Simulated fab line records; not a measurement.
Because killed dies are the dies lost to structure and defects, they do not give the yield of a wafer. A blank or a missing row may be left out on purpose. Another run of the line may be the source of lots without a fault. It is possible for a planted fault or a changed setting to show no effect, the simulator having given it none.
Problem report in the 8D (eight disciplines) form, filled by code	flow gf180mcu	the parts of the form that need people (team, actions taken, sign-off) are left out

== 1. THE ISSUE ==
Wafers without a fault read 280.2 nm, standard deviation 1.3; cd nm at GF_M3_CD_MEAS_14 reads a mean of 257.1 nm on 3 wafers belonging to 2 lots. That is -18 standard deviations from the usual mean.
The step: target cd 280 nm.
First seen on wafer L717.6, day 25 14:56, on cd sem-02. At this step, 39 wafers from 13 lots have a number in the record. Rule for "out" (also "out of limits"): further than 4 standard deviations from the usual mean. Any other wafer with a number is counted as sound.

== 2. WHAT IT IS AND WHAT IT IS NOT ==
question	is	is not
which readings at this step	cd nm	-
which lots	L717, L718	L709, L710, L711, L712, L716, L720, L722, L723, L724, L729, L730
which wafers of those lots	L717.6, L718.4, L718.6	L717.1, L717.2, L718.5
read on which gauges	cd sem-01, cd sem-02	-
when	from day 25 14:56	up to then (17 sound wafers); but 19 sound wafers of L718, L720, L722, L723, L724, L729, L730 came after

== 3. WHAT RULES OUT EACH SUSPECT ==
Counting: any tool at a process step up to the reading remains a suspect provided it ran every lot that is out. Sound lots after the first of them don't rule it out here, since some wafers of a struck lot are sound.
- ruled out: the gauge at GF_M3_CD_MEAS_14. 2 gauges (cd sem-01, cd sem-02) read the wafers that are out.
- pvd sputter-04 at GF_V2_SPUTTER_22 (material TiN, target thk 10 nm, time 40 s): kept. Every lot that is out went through it, the first being L717 (day 24 16:40); the last sound lot it ran before that was L711 (day 22 23:14).
- krf scanner-01 at GF_M3_EXPOSE_11 (exposes mask Metal3, target cd 280 nm): kept. Every lot that is out went through it, the first being L717 (day 25 04:57); the last sound lot it ran before that was L712 (day 23 08:14).
Left after counting: pvd sputter-04 at GF_V2_SPUTTER_22, krf scanner-01 at GF_M3_EXPOSE_11.

== 4. THE CAUSE (what the simulator had put in) ==
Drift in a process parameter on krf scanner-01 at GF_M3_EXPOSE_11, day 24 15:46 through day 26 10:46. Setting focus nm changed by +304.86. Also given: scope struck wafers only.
This tool is one of the 2 suspects left after counting.

== 5. THE CHAIN OF EFFECTS, in route order ==
One row per reading whose mean, taken over the struck wafers that have a number, lies over 3 standard deviations from the usual. Scope: only readings with a usual standard deviation given in the record; hours: median across lots of the time from each lot's start at the first step in this table that gives one to its start at this step; sigmas: change in usual standard deviations.
hours	step	reading	usual	on struck wafers	change	sigmas
0	GF_M3_CD_MEAS_14	cd nm	280.2 nm	257.1	-23.1	-18
Later measuring or inspecting steps at which every struck wafer that the step has a row for has a number for every such reading, and none has moved that far: GF_V3_THK_MEAS_01.

== 6. WHAT WOULD HAVE CAUGHT IT SOONER ==
In this record the first reading out of limits at a measuring or inspecting step was taken at day 25 14:56, 23 hours after the fault began at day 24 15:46.
The start of GF_M3_EXPOSE_11 on krf scanner-01 came by day 25 14:56 for every one of the lots that are out (2). None of them would have been spared by holding the tool at that moment.
